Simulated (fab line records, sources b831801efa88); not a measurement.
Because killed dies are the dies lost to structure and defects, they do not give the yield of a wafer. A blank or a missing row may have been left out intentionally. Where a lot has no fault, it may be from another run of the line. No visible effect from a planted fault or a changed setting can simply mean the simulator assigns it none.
Which tool is to blame? + flow sfqLine + 42 wafers from 14 lots sampled at 2 of the route's 325 steps

## WHAT THE GAUGES SHOWED, per wafer
Not one reading of a measure or inspect step in the record can be checked against a usual standard deviation.

## TOOL THAT RAN EACH LOT (tool first, then ch and the chambers of the sampled wafers, then the start)
| lot  | SFQ_TRILAYER_L0_LITHO_PEB_008   | SFQ_TRILAYER_L0_VIA_LITHO_EXPOSE_014 |
|------|---------------------------------|--------------------------------------|
| L990 | lithoTrack-01 ch 0, day 4 05:19 | krfScanner-02 ch 0, day 6 23:25      |
| L991 | lithoTrack-02 ch 0, day 4 13:39 | krfScanner-02 ch 0, day 7 04:49      |
| L992 | lithoTrack-04 ch 0, day 4 17:19 | krfScanner-02 ch 0, day 7 09:01      |
| L993 | lithoTrack-01 ch 0, day 5 00:27 | krfScanner-02 ch 0, day 7 15:37      |
| L994 | lithoTrack-04 ch 0, day 5 08:54 | krfScanner-01 ch 0, day 8 03:29      |
| L995 | lithoTrack-02 ch 0, day 5 13:39 | krfScanner-01 ch 0, day 8 07:53      |
| L996 | lithoTrack-04 ch 0, day 5 19:39 | krfScanner-01 ch 0, day 8 16:17      |
| L102 | lithoTrack-04 ch 0, day 6 07:42 | krfScanner-01, day 9 19:05           |
| L103 | lithoTrack-04 ch 0, day 6 08:52 | krfScanner-01, day 9 20:05           |
| L106 | lithoTrack-04 ch 0, day 7 10:52 | krfScanner-01, day 11 15:29          |
| L108 | lithoTrack-02 ch 0, day 8 01:58 | krfScanner-01 ch 0, day 12 08:29     |
| L110 | lithoTrack-02 ch 0, day 8 11:29 | krfScanner-01 ch 0, day 12 23:29     |
| L112 | lithoTrack-01 ch 0, day 9 04:19 | krfScanner-02 ch 0, day 13 18:41     |
| L113 | lithoTrack-02 ch 0, day 9 16:31 | krfScanner-02 ch 0, day 14 07:53     |
- SFQ_TRILAYER_L0_LITHO_PEB_008: peb time 60 s.
- SFQ_TRILAYER_L0_VIA_LITHO_EXPOSE_014: exposes mask L0V, target cd 700 nm.

## AS READ BY THE TOOLS THEMSELVES (means over the sampled wafers that have a number; for cases with no such wafer, the mark the record gives instead)
SFQ_TRILAYER_L0_LITHO_PEB_008.
| lot  | tool          | exhaustPa (Pa) | heaterPowerTotalW (W) | plateTempC (C) |
|------|---------------|----------------|-----------------------|----------------|
| L990 | lithoTrack-01 | 46.4           | 79.12                 | 115.13         |
| L991 | lithoTrack-02 | 44.9           | 79.17                 | 115.24         |
| L992 | lithoTrack-04 | 44.6           | 79.06                 | 114.93         |
| L993 | lithoTrack-01 | 46.2           | 79.08                 | 115.06         |
| L994 | lithoTrack-04 | 45.0           | 79.16                 | 114.92         |
| L995 | lithoTrack-02 | 44.2           | 79.10                 | 114.88         |
| L996 | lithoTrack-04 | 44.0           | 79.14                 | 115.03         |
| L102 | lithoTrack-04 | 44.7           | 65.98                 | 100.62         |
| L103 | lithoTrack-04 | 44.8           | 65.99                 | 100.49         |
| L106 | lithoTrack-04 | 45.0           | 66.00                 | 100.61         |
| L108 | lithoTrack-02 | 44.5           | 79.09                 | 114.99         |
| L110 | lithoTrack-02 | 45.5           | 79.16                 | 114.78         |
| L112 | lithoTrack-01 | 44.9           | 79.17                 | 115.01         |
| L113 | lithoTrack-02 | 43.6           | 79.21                 | 114.99         |

SFQ_TRILAYER_L0_VIA_LITHO_EXPOSE_014.
| lot  | tool          | exposureDoseMJCm2 | focusOffsetNm (nm) |
|------|---------------|-------------------|--------------------|
| L990 | krfScanner-02 | 21.303            | 0.4                |
| L991 | krfScanner-02 | 21.293            | 0.2                |
| L992 | krfScanner-02 | 21.326            | 0.4                |
| L993 | krfScanner-02 | 21.312            | 0.1                |
| L994 | krfScanner-01 | 21.314            | 0.4                |
| L995 | krfScanner-01 | 21.294            | -0.3               |
| L996 | krfScanner-01 | 21.281            | -0.4               |
| L102 | krfScanner-01 | -                 | -                  |
| L103 | krfScanner-01 | -                 | -                  |
| L106 | krfScanner-01 | -                 | -                  |
| L108 | krfScanner-01 | 21.309            | 0.1                |
| L110 | krfScanner-01 | 21.281            | 0.3                |
| L112 | krfScanner-02 | 21.297            | 0.3                |
| L113 | krfScanner-02 | 21.299            | -0.3               |

## THE ANSWER, worked out from the rows above alone
Rule: usual is defined by the lots themselves. Put in order of their means at a reading, lots are off if they are a third of the lots or fewer, leave a main group of 4 or more, and stand apart from it by a gap of 3 or more times the standard deviation of the main group's means; of several such gaps the widest counts. Not used: any main group whose means are identical at the precision the tables above print for the reading. Also off: a lot with no number at a reading for which 4 or more lots have one. Where the step has rows for the other lots, those lots are counted as sound. The gauges are gone through in route order, then the tools' own readings, and for those a lot's mean is taken as printed above. At the first step where some lot is off, the reading lying furthest off is the one used; lots without a number count as furthest.
Off at SFQ_TRILAYER_L0_LITHO_PEB_008 (heaterPowerTotalW): L102, L103, L106. Mean 79.13 W and standard deviation 0.044 in the main group.
If a tool, at that step or one of the process steps before it, ran each lot that is off and ran no sound lot following the first of them, it fits. One fits: lithoTrack-04 at SFQ_TRILAYER_L0_LITHO_PEB_008. Its last sound lot is L996 (day 5 19:39), its first lot that is off L102 (day 6 07:42): a fault that began between those two fits.
The tool's own readings at SFQ_TRILAYER_L0_LITHO_PEB_008 bear it out: on the lots that are off they differ by more than 5 times the standard deviation of the sound lots' means. heaterPowerTotalW reads 65.99 W there against 79.13 W on the sound lots; plateTempC reads 100.57 C there against 115.00 C on the sound lots.

## WHAT WAS PUT IN BY THE SIMULATOR
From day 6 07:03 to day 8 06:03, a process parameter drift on lithoTrack-04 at SFQ_TRILAYER_L0_LITHO_PEB_008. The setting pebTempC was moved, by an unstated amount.
Shown lots that were struck: L102, L103, L106. The same result came from the rule above.
